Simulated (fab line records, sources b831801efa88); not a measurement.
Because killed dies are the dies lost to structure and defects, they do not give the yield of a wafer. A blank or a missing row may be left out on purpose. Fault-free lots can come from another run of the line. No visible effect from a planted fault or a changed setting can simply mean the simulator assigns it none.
fab line records | flow sky130
[record] lots = 6 wafers = 18 lastDay = 50
route steps=708 shown GATE_OXIDE@187 PAD_OPEN@708
lots untouched by any fault: they come from a run of this same line in which no faults occurred
startH: hours from the record's first day to the start of the lot's first wafer shown | waitH: how many hours have passed since the lot's step before this one | " repeats the value in the row above | L1.1+2: one row covering several wafers at once | - no value, or no start was given | * or withheld: withheld | < > ~ a bound
route shown NAME@n: NAME is a module with steps in the file, n the number in the route of the first one | usual: mean and standard deviation over wafers with no fault | same: alike in all rows | chamber/n: place in a boat | sites: per-site readings | _std_site: their standard deviation | _edge_site: inner sites' mean taken away from outer sites' mean | radiusMm: how far each site lies from the wafer's centre | mask NAME#n: copy n | behind: the most recent tool/chamber to have shaped the wafer | hold: why the lot went on hold/how many hours it stayed there/how the hold came to an end | device: the n, p or np transistor that did not switch | end of line: the tests these same wafers got at the end of their route | a step with no rows: only its recipe | killed: dies lost to structure and defects at the first sort, not the wafer's yield | map: shows each die of a wafer: x if killed, . if not, _ if none is there
set.NAME: the setting the step ran with; set.NAME@STEP: the setting that earlier step ran with | model.NAME: the simulator's own value behind a step, which no gauge read
lots seen at some steps along the route; tables by step, rows by wafer
services: a tool's chamber out of use, with start hour (startH, from the record's first day; less than 0 if before it), hours out, and reason
[[steps]]
[step SKY_GATE_OXIDE_CLEAN_00]
[recipe] chemistry = SC1/SC2 mix = 1:4:20 tempC = 70 timeS = 150 dry = n2Spin
[step SKY_GATE_OXIDE_OXIDATION_01]
[recipe] tempC = 900 ambient = O2 stabiliseS = 600 purgeS = 300 targetThkA = 102.68 oxTimeS = 1473
[step SKY_GATE_OXIDE_THK_MEAS_02]
[recipe] reads = SiO2_of_GATE_OXIDE_OXIDATION_01
[usual] GATE_OXIDE_OXIDATION_00_THK = 10.27/0.2
// columns lot.wafer tool chamber startH waitH GATE_OXIDE_OXIDATION_00_THK[nm]
L431.1 filmMetro-04 - 324.47 0.0 9.83
L431.2 " - " " 9.85
L431.4 " - " " 9.76
L440.3 filmMetro-04 - 405.24 0.0 10.08
L440.4 " - " " 10.29
L440.5 " - " " 10.28
L441.1 filmMetro-04 - 414.40 0.0 10.28
L441.3 " - " " 10.27
L441.6 " - " " 10.20
L442.1 filmMetro-02 - 420.96 0.0 10.66
L442.2 " - " " 10.44
L442.6 " - " " 10.65
L444.1 filmMetro-03 - 430.41 0.0 10.20
L444.2 " - " " 10.25
L444.4 " - " " 10.50
L450.1 filmMetro-03 - 478.71 0.0 10.23
L450.4 " - " " 10.12
L450.6 " - " " 10.08
[step SKY_GATE_OXIDE_DEHYDRATE_03]
[recipe] tempC = 200 timeS = 60
[step SKY_GATE_OXIDE_HMDS_04]
[recipe] primeTimeS = 60 primeTempC = 120
[step SKY_GATE_OXIDE_COAT_05]
[recipe] resist = NOVOLAK spinRpm = 3000 resistThkNm = 1140
[step SKY_GATE_OXIDE_SOFTBAKE_06]
[recipe] tempC = 90 timeS = 60 resist = NOVOLAK
[step SKY_GATE_OXIDE_EXPOSE_07]
[recipe] maskId = LVOM na = 0.6 sourceShape = conventional sigmaOuter = 0.6 polarization = unpolarized targetCdNm = 600 doseMj = 170
[step SKY_GATE_OXIDE_PEB_08]
[recipe] tempC = withheld timeS = * resist = NOVOLAK
[step SKY_GATE_OXIDE_DEVELOP_09]
[recipe] resist = NOVOLAK developer = TMAH developTimeS = 60 devTempC = 24.12
[step SKY_GATE_OXIDE_OVL_MEAS_10]
[usual] GATE_OXIDE_OVL = 1.4/1.4
// columns lot.wafer tool chamber startH waitH GATE_OXIDE_OVL[nm]
L431.1 overlay-01 - 351.33 0.1 -0.5
L431.2 " - " " 1.3
L431.4 " - " " 2.9
L440.3 overlay-01 - 435.81 0.1 -1.6
L440.4 " - " " -0.8
L440.5 " - " " -1.8
L441.1 overlay-02 - 444.03 0.1 2.1
L441.3 " - " " 1.0
L441.6 " - " " 1.2
L442.1 overlay-02 - 451.95 0.1 -0.8
L442.2 " - " " 0.5
L442.6 " - " " 0.4
L444.1 overlay-01 - 461.48 0.1 2.1
L444.2 " - " " 2.4
L444.4 " - " " 2.5
L450.1 overlay-02 - 508.61 0.1 1.2
L450.4 " - " " 2.6
L450.6 " - " " 1.9
[step SKY_GATE_OXIDE_IMPLANT_11]
[recipe] species = B energyKev = 10 doseCm2 = 2.6e+12 tiltDeg = withheld
[step SKY_GATE_OXIDE_WET_ETCH_12]
[recipe] chemistry = dHF targetDepthNm = 16.8 dry = n2Spin target = SiO2 dilution = 100:1 tempC = 25 timeS = 336
[usual] bathHeatDutyPct = 6.3/0.58 runLengthS = 366/3.7
// columns lot.wafer tool chamber startH waitH bathHeatDutyPct runLengthS model.SiO2_of_FIELD_ISO_CVD_24.thkNm
L431.1 wetBench-04 2 351.52 0.1 5.1 370 364.7
L431.2 " 2 " " 7.0 370 364.1
L431.4 " 2 " " 5.6 370 365.1
L440.3 wetBench-02 1 435.98 0.1 - - 383.5
L440.4 " 1 " " - - 383.6
L440.5 " 1 " " - - 383.6
L441.1 wetBench-03 2 444.22 0.1 - - 381.3
L441.3 " 2 " " - - 381.9
L441.6 " 2 " " - - 382.3
L442.1 wetBench-02 3 452.13 0.1 5.7 364 363.6
L442.2 " 3 " " 6.7 364 362.1
L442.6 " 3 " " 6.3 364 363.3
L444.1 wetBench-04 1 461.67 0.1 5.8 360 365
L444.2 " 1 " " 5.2 360 364.4
L444.4 " 1 " " 6.2 360 367.3
L450.1 wetBench-03 0 508.80 0.1 6.2 361 364.3
L450.4 " 0 " " 6.6 361 366
L450.6 " 0 " " 6.0 361 366.2
[step SKY_GATE_OXIDE_STRIP_13]
[recipe] chemistry = O2/N2 powerW = 1400 pressureMtorr = 1500 platenTempC = withheld o2FlowSccm = 3000 n2FlowSccm = 300 overashFraction = 0.5
[usual] drypumpMotorCurrentA = 5.7/0.41 oesProductAu = 0.716/0.0043 stripTimeToEndpointS = 14.18/0.037
// columns lot.wafer tool chamber startH waitH drypumpMotorCurrentA oesProductAu rfHoursCounterH stripTimeToEndpointS
L431.1 plasmaAsher-01 1 351.64 0.0 6.1 0.715 65 14.26
L431.2 " 0 " " 5.3 0.714 65 14.22
L431.4 " 1 " " 6.1 0.714 - 14.19
L440.3 plasmaAsher-03 0 436.14 0.0 5.3 0.712 - 14.22
L440.4 " 1 " " 5.6 0.714 - 14.13
L440.5 " 0 " " 5.3 0.713 - 14.20
L441.1 plasmaAsher-02 1 444.34 0.0 6.5 0.722 71 14.16
L441.3 " 1 " " 6.5 0.713 - 14.15
L441.6 " 1 " " 6.5 0.715 - 14.15
L442.1 plasmaAsher-01 1 452.24 0.0 6.1 0.718 2 14.13
L442.2 " 0 " " 5.4 0.723 2 14.18
L442.6 " 0 " " 5.4 0.711 - 14.17
L444.1 plasmaAsher-01 1 461.77 0.0 6.1 0.726 3 14.15
L444.2 " 0 " " 5.4 0.717 3 14.21
L444.4 " 1 " " 6.1 0.718 - 14.12
L450.1 plasmaAsher-01 0 508.90 0.0 5.5 0.708 8 14.18
L450.4 " 1 " " 6.1 0.720 - 14.21
L450.6 " 1 " " 6.1 0.719 - 14.24
[step SKY_GATE_OXIDE_TW_MEAS_14]
[usual] GATE_OXIDE_TW = 226.1/1.6
// columns lot.wafer tool chamber startH waitH GATE_OXIDE_TW
L431.1 filmMetro-02 - 351.74 0.1 227.5
L431.2 " - " " 226.6
L431.4 " - " " 229.0
L440.3 filmMetro-02 - 436.22 0.1 228.0
L440.4 " - " " 227.8
L440.5 " - " " 227.6
L441.1 filmMetro-03 - 444.44 0.1 223.7
L441.3 " - " " 223.6
L441.6 " - " " 221.6
L442.1 filmMetro-03 - 452.34 0.1 223.3
L442.2 " - " " 224.3
L442.6 " - " " 223.2
L444.1 filmMetro-03 - 461.87 0.1 226.7
L444.2 " - " " 224.5
L444.4 " - " " 225.6
L450.1 filmMetro-03 - 509.00 0.1 224.4
L450.4 " - " " 226.5
L450.6 " - " " 224.3
[step SKY_GATE_OXIDE_CLEAN_15]
[recipe] chemistry = SC1/SC2 mix = 1:4:20 tempC = 70 timeS = 150 dry = n2Spin
[usual] bathHeatDutyPct = 13.5/1.2
// columns lot.wafer tool chamber startH waitH bathHeatDutyPct model.SiO2_of_FIELD_ISO_CVD_24.thkNm
L431.1 wetBench-02 2 351.80 0.1 14.3 364
L431.2 " 2 " " 15.3 363.4
L431.4 " 2 " " 14.9 364.4
L440.3 wetBench-02 2 436.26 0.0 15.1 382.8
L440.4 " 2 " " 13.4 382.9
L440.5 " 2 " " 14.1 382.9
L441.1 wetBench-02 3 444.50 0.1 12.7 380.7
L441.3 " 3 " " 12.3 381.3
L441.6 " 3 " " 13.8 381.6
L442.1 wetBench-04 1 452.40 0.1 12.6 363
L442.2 " 1 " " 12.4 361.4
L442.6 " 1 " " 12.2 362.7
L444.1 wetBench-04 0 461.93 0.1 13.7 364.3
L444.2 " 0 " " 13.9 363.7
L444.4 " 0 " " 14.3 366.6
L450.1 wetBench-04 3 509.06 0.1 14.1 363.6
L450.4 " 3 " " 12.7 365.3
L450.6 " 3 " " 15.7 365.6
[step SKY_GATE_OXIDE_OXIDATION_16]
[recipe] tempC = 800 ambient = O2 idleTempC = 700 rampUpCPerMin = 10 rampDownCPerMin = 3 stabiliseS = 600 purgeS = 300 targetThkA = 35.7 oxTimeS = 1915
[step SKY_PAD_OPEN_PROBE_99]
[usual] killed_at_M0_to_M3 = 44/6.3 killed_at_M4_up = 3.1/1.8 killedAtContacts = 25/5.1 killedAtFrontEnd = 15/4.1 killedAtOther = 0.3/0.71 killedDies = 87/8.8 killedOnRim = 17/3.7 killedOpen = 47/6.8 killedShort = 40/6.7
[same] grossDies = 492 killedAtBackSide = 0
// columns lot.wafer tool chamber startH waitH killed_at_M0_to_M3 killed_at_M4_up killedAtContacts killedAtFrontEnd killedAtOther killedDies killedOnRim killedOpen killedShort
L431.1 prober-02 - 1110.34 0.1 41 5 28 12 0 86 16 41 45
L431.2 prober-02 - 1110.39 0.1 55 3 23 16 1 98 22 55 43
L431.4 prober-02 - 1110.49 0.2 52 0 21 14 1 88 15 50 38
L440.3 prober-01 - 1163.08 0.2 46 2 25 419 0 492 96 47 42
L440.4 prober-01 - 1163.13 0.2 42 6 26 418 0 492 96 53 39
L440.5 prober-01 - 1163.18 0.2 44 1 31 415 1 492 96 52 45
L441.1 prober-02 - 1166.48 0.1 55 3 19 415 0 492 96 43 47
L441.3 prober-02 - 1166.58 0.2 38 3 22 429 0 492 96 32 38
L441.6 prober-02 - 1166.73 0.2 35 2 24 431 0 492 96 51 30
// killed by level:class
L431.1 CONTACT:geometricParticle:open=11 VIA1:geometricParticle:open=11 METAL1:geometricParticle:short=6 LOCAL_INTERCONNECT:geometricParticle:short=5 VIA2:geometricParticle:open=5 CONTACT:geometricParticle:short=5 VIA1:geometricParticle:short=5 LI_CONTACT:geometricParticle:short=4
L431.2 VIA1:geometricParticle:open=16 CONTACT:geometricParticle:open=10 VIA3:geometricParticle:open=7 METAL2:geometricParticle:short=7 VIA1:geometricParticle:short=6 VIA2:geometricParticle:open=5 VIA2:geometricParticle:short=5 FIELD_ISO:geometricParticle:open=4
L431.4 VIA1:geometricParticle:open=16 LI_CONTACT:geometricParticle:open=11 VIA1:geometricParticle:short=11 VIA3:geometricParticle:open=6 FIELD_ISO:geometricParticle:short=5 CONTACT:geometricParticle:open=5 METAL2:geometricParticle:short=5 METAL1:geometricParticle:short=5
L440.3 GATE_OXIDE:areaEtch=403 METAL1:geometricParticle:short=10 VIA1:geometricParticle:open=9 LI_CONTACT:geometricParticle:open=8 CONTACT:geometricParticle:open=7 VIA3:geometricParticle:open=6 VIA2:geometricParticle:open=6 METAL2:geometricParticle:short=5
L440.4 GATE_OXIDE:areaEtch=400 CONTACT:geometricParticle:open=11 VIA3:geometricParticle:open=8 LI_CONTACT:geometricParticle:open=7 VIA2:geometricParticle:open=7 METAL1:geometricParticle:short=6 VIA1:geometricParticle:open=6 FIELD_ISO:geometricParticle:short=5
L440.5 GATE_OXIDE:areaEtch=395 LI_CONTACT:geometricParticle:open=14 VIA1:geometricParticle:open=12 FIELD_ISO:geometricParticle:short=7 CONTACT:geometricParticle:short=7 FIELD_ISO:geometricParticle:open=6 LOCAL_INTERCONNECT:geometricParticle:short=5 VIA1:geometricParticle:short=5
L441.1 GATE_OXIDE:areaEtch=402 VIA1:geometricParticle:open=12 METAL2:geometricParticle:short=10 CONTACT:geometricParticle:short=9 VIA3:geometricParticle:open=6 VIA2:geometricParticle:open=6 VIA1:geometricParticle:short=5 FIELD_ISO:geometricParticle:open=4
L441.3 GATE_OXIDE:areaEtch=422 METAL2:geometricParticle:short=9 VIA1:geometricParticle:open=8 VIA3:geometricParticle:open=6 CONTACT:geometricParticle:short=6 LI_CONTACT:geometricParticle:open=5 CONTACT:geometricParticle:open=5 METAL1:geometricParticle:short=5
L441.6 GATE_OXIDE:areaEtch=411 CONTACT:geometricParticle:open=10 VIA1:geometricParticle:open=8 POLY_GATE:geometricParticle:open=7 LI_CONTACT:geometricParticle:open=7 METAL2:geometricParticle:short=6 LOCAL_INTERCONNECT:geometricParticle:short=5 FIELD_ISO:geometricParticle:open=4
// map L440.3 (x killed, . not)
__________xxxxxxxxxx_________
________xxxxxxxxxxxxxx_______
______xxxxxxxxxxxxxxxxxx_____
_____xxxxxxxxxxxxxxxxxxxx____
____xxxxxxxxxxxxxxxxxxxxxx___
___xxxxxxxxxxxxxxxxxxxxxxxx__
__xxxxxxxxxxxxxxxxxxxxxxxxxx_
_xxxxxxxxxxxxxxxxxxxxxxxxxxxx
_xxxxxxxxxxxxxxxxxxxxxxxxxxxx
_xxxxxxxxxxxxxxxxxxxxxxxxxxxx
_xxxxxxxxxxxxxxxxxxxxxxxxxxxx
_xxxxxxxxxxxxxxxxxxxxxxxxxxxx
_xxxxxxxxxxxxxxxxxxxxxxxxxxxx
_xxxxxxxxxxxxxxxxxxxxxxxxxxxx
_xxxxxxxxxxxxxxxxxxxxxxxxxxxx
__xxxxxxxxxxxxxxxxxxxxxxxxxx_
___xxxxxxxxxxxxxxxxxxxxxxxx__
____xxxxxxxxxxxxxxxxxxxxxx___
_____xxxxxxxxxxxxxxxxxxxx____
______xxxxxxxxxxxxxxxxxx_____
________xxxxxxxxxxxxxx_______
__________xxxxxxxxxx_________
// map L441.1 (x killed, . not)
__________xxxxxxxxxx_________
________xxxxxxxxxxxxxx_______
______xxxxxxxxxxxxxxxxxx_____
_____xxxxxxxxxxxxxxxxxxxx____
____xxxxxxxxxxxxxxxxxxxxxx___
___xxxxxxxxxxxxxxxxxxxxxxxx__
__xxxxxxxxxxxxxxxxxxxxxxxxxx_
_xxxxxxxxxxxxxxxxxxxxxxxxxxxx
_xxxxxxxxxxxxxxxxxxxxxxxxxxxx
_xxxxxxxxxxxxxxxxxxxxxxxxxxxx
_xxxxxxxxxxxxxxxxxxxxxxxxxxxx
_xxxxxxxxxxxxxxxxxxxxxxxxxxxx
_xxxxxxxxxxxxxxxxxxxxxxxxxxxx
_xxxxxxxxxxxxxxxxxxxxxxxxxxxx
_xxxxxxxxxxxxxxxxxxxxxxxxxxxx
__xxxxxxxxxxxxxxxxxxxxxxxxxx_
___xxxxxxxxxxxxxxxxxxxxxxxx__
____xxxxxxxxxxxxxxxxxxxxxx___
_____xxxxxxxxxxxxxxxxxxxx____
______xxxxxxxxxxxxxxxxxx_____
________xxxxxxxxxxxxxx_______
__________xxxxxxxxxx_________
[[services]]
// columns tool chamber startH hours kind
plasmaAsher-02 - 337.53 2.8 pm
plasmaAsher-02 - 377.05 8.5 repair
plasmaAsher-01 - 381.87 3.7 repair
plasmaAsher-01 - 421.25 9.0 pm
plasmaAsher-01 0 421.25 9.0 ventCycle
plasmaAsher-01 1 421.25 9.0 ventCycle
plasmaAsher-01 0 430.25 - clean
plasmaAsher-01 1 430.25 - clean
[[key]]
[firstSign] step = SKY_GATE_OXIDE_WET_ETCH_12 reading = toolRecord direction = missing
[effect] step = SKY_PAD_OPEN_PROBE_99 reading = killedAtFrontEnd direction = up sigmas = 99+ usual = 15 struck = 421
[modelEffect] step = SKY_GATE_OXIDE_WET_ETCH_12 value = SiO2_of_FIELD_ISO_CVD_24.thkNm without = 364 struck = 382.7
[modelEffect] step = SKY_GATE_OXIDE_CLEAN_15 value = SiO2_of_FIELD_ISO_CVD_24.thkNm without = 363.3 struck = 382
[moreKillsBornAt] SKY_GATE_OXIDE_WET_ETCH_12@wetBench-03 = 1235 SKY_GATE_OXIDE_WET_ETCH_12@wetBench-02 = 1198
metAt SKY_GATE_OXIDE_WET_ETCH_12
struckWafers L440.3,L440.4,L440.5,L441.1,L441.3,L441.6
laterRowsLeftOut L440.3,L440.4,L440.5,L441.1,L441.3,L441.6
testerLeftOut L440,L441
[fault] kind = skippedStepWhole tool = wetBench-02,wetBench-03 chamber = - onsetH = 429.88 steps = SKY_GATE_OXIDE_WET_ETCH_12 scope = struckLotsOnly
// testerLeftOut: of these lots the tester's yield and bins aren't shown, on N5 and GAA mostly nor the transistor test; their killed dies are dies lost to structure and defects alone, not to doping, threshold or leakage, so they don't give the yield
// laterRowsLeftOut: the simulator's readings of these wafers behind a module that went badly wrong aren't trusted and aren't shown, but for the sort
